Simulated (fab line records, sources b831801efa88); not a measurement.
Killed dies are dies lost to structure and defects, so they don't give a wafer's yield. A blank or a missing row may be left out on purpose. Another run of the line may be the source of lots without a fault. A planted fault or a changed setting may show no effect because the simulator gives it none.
A struck lot beside a sound one + flow sky130 + 35 steps out of a route of 708
Sound: the wafers L457.2, L457.4, L457.6. Struck: wafers L468.2, L468.4, L468.6. The cause is given at the end.
Order at every step that has rows: each side's tool, ch and its chambers, its first start. Under that, the readings that differ: sound wafers + struck wafers + difference of the means + sigmas: that difference in standard deviations of wafers without a fault.
alike: same words and numbers on both sides, and readings whose means sit less than 2 such deviations apart. not compared: any withheld reading, any reading some wafer has no value for, any bound like >300 that may hide the same value, and any number with overlapping values for which the record gives no deviation.
Wherever a step has rows on one side only, a row that says differs or no value, or a row with sigmas, the two part there. Numbers that have no deviation but don't overlap get no sigmas and don't part them. A reading that every wafer of one side lacks parts them only if that side has two wafers or more.

first, 9 steps without rows for these wafers: SKY_METAL4_DESCUM_15 (chemistry O2, time 8 s); SKY_METAL4_ETCH_16 (etches BARC in N2/H2, stops on SiO2, time 88.2 s, target depth 60 nm); SKY_METAL4_ETCH_17 (etches SiO2 in C4F8/O2/Ar, stops on TiN, time 3.9 s, target depth 15 nm); SKY_METAL4_METAL_ETCH_18 (etches the open film in Cl2/BCl3, stops on SiO2, target depth 845 nm, time 183.1 s); SKY_METAL4_STRIP_19 (strips in O2/N2); SKY_METAL4_STRIP_20 (strips in post etch residue remover, time 1200 s); SKY_METAL4_CLEAN_21 (cleans in IPA, time 180 s); SKY_METAL4_CLEAN_22 (cleans in O3/DIW); SKY_VIA4_HDPCVD_00 (deposits SiO2, target thk 1750 nm, time 291.7 s).
SKY_VIA4_CMP_02: polishes SiO2.
  sound on cmp-01 ch 0,1, day 45 00:02; struck on cmp-01 ch 0,1,2, day 47 08:00
| reading                                  | sound             | struck          | difference | sigmas |
|------------------------------------------|-------------------|-----------------|------------|--------|
| model.SiO2_of_VIA4_HDPCVD_00.thk_nm (nm) | 580.3 579.1 581.3 | 522 523.1 521.5 | -58        |        |
  alike: motor_current_A, slurry_flow_ml_min
then, 7 steps without rows for these wafers: SKY_VIA4_DEHYDRATE_04 (time 60 s); SKY_VIA4_HMDS_05 (prime time 60 s); SKY_VIA4_COAT_06 (resist thk 1140 nm); SKY_VIA4_SOFTBAKE_07 (time 60 s); SKY_VIA4_EXPOSE_08 (exposes mask VIM4, target cd 800 nm); SKY_VIA4_PEB_09; SKY_VIA4_DEVELOP_10 (develop time 60 s).
SKY_VIA4_ETCH_12: etches SiO2 in C4F8/O2/Ar, stops on TiN, target depth 580 nm.
  sound on rie_diel-01 ch 0,2,3, day 45 22:04; struck on rie_diel-04 ch 0,1, day 48 04:04
| reading                          | sound             | struck            | difference | sigmas |
|----------------------------------|-------------------|-------------------|------------|--------|
| oes_product_au (a.u.)            | 0.926 0.926 0.927 | 0.876 0.874 0.868 | -0.054     | -11    |
| model.etch.depth_nm (nm)         | 580.3 579.1 581.3 | 522 523.1 521.5   | -58        |        |
| model.VIA4.feature_depth_nm (nm) | 580.3 579.1 581.3 | 522 523.1 521.5   | -58        |        |
then, 15 steps without rows for these wafers: SKY_VIA4_STRIP_13 (strips in O2/N2); SKY_VIA4_STRIP_14 (strips in post etch residue remover, time 1200 s); SKY_VIA4_CLEAN_15 (cleans in IPA, time 180 s); SKY_VIA4_CLEAN_16 (cleans in O3/DIW); SKY_VIA4_SPUTTER_17 (material TiN, target thk 20 nm, time 80 s); SKY_VIA4_CVD_18 (deposits W, target thk 505 nm, time 152.14 s); SKY_VIA4_CMP_21 (polishes, stops on SiO2, t overpolish 25 s, target thk 0 nm); SKY_METAL5_SPUTTER_00 (material Ti, target thk 15 nm, time 10 s); SKY_METAL5_SPUTTER_01 (material TiN, target thk 20 nm, time 16.7 s); SKY_METAL5_SPUTTER_02 (material AlCu, target thk 1150 nm, time 61.2 s); SKY_METAL5_SPUTTER_03 (material Ti, target thk 5 nm, time 3.3 s); SKY_METAL5_SPUTTER_04 (material TiN, target thk 70 nm, time 58.3 s); SKY_METAL5_DEHYDRATE_07 (time 60 s); SKY_METAL5_HMDS_08 (prime time 60 s); SKY_METAL5_COAT_09 (resist thk 1800 nm).
SKY_METAL5_METAL_ETCH_15: etches the open film in Cl2/BCl3, stops on SiO2, target depth 1260 nm, time 252 s.
  sound on rie_metal-04 ch 0,1, day 46 19:39; struck on rie_metal-04 ch 0,1, day 48 23:55
| reading                                  | sound             | struck          | difference | sigmas |
|------------------------------------------|-------------------|-----------------|------------|--------|
| model.SiO2_of_VIA4_HDPCVD_00.thk_nm (nm) | 549.8 548.7 550.7 | 491.3 492.2 491 | -58.2      |        |
  alike: drypump_motor_current_A, oes_product_au, throttle_valve_pct
  not compared: rf_hours_counter_h
SKY_PAD_OPEN_PROBE_99:
  struck on prober-01, day 50 14:11; sound on prober-01, day 48 14:47
  alike: defect_limited_yield, killed_at_M0_to_M3, killed_at_M4_up, killed_at_contacts, killed_at_front_end, killed_at_other, killed_dies, killed_open, killed_short, sort_bin_3_pad_short, sort_bin_5_function, sort_bin_6_memory, sort_n_pass, sort_yield_pct

WHERE THEY PART
Only at SKY_VIA4_ETCH_12, within this record. Later steps at which nothing parts them and some readings are alike: SKY_METAL5_METAL_ETCH_15, SKY_PAD_OPEN_PROBE_99.

WHY: whatever the simulator had introduced
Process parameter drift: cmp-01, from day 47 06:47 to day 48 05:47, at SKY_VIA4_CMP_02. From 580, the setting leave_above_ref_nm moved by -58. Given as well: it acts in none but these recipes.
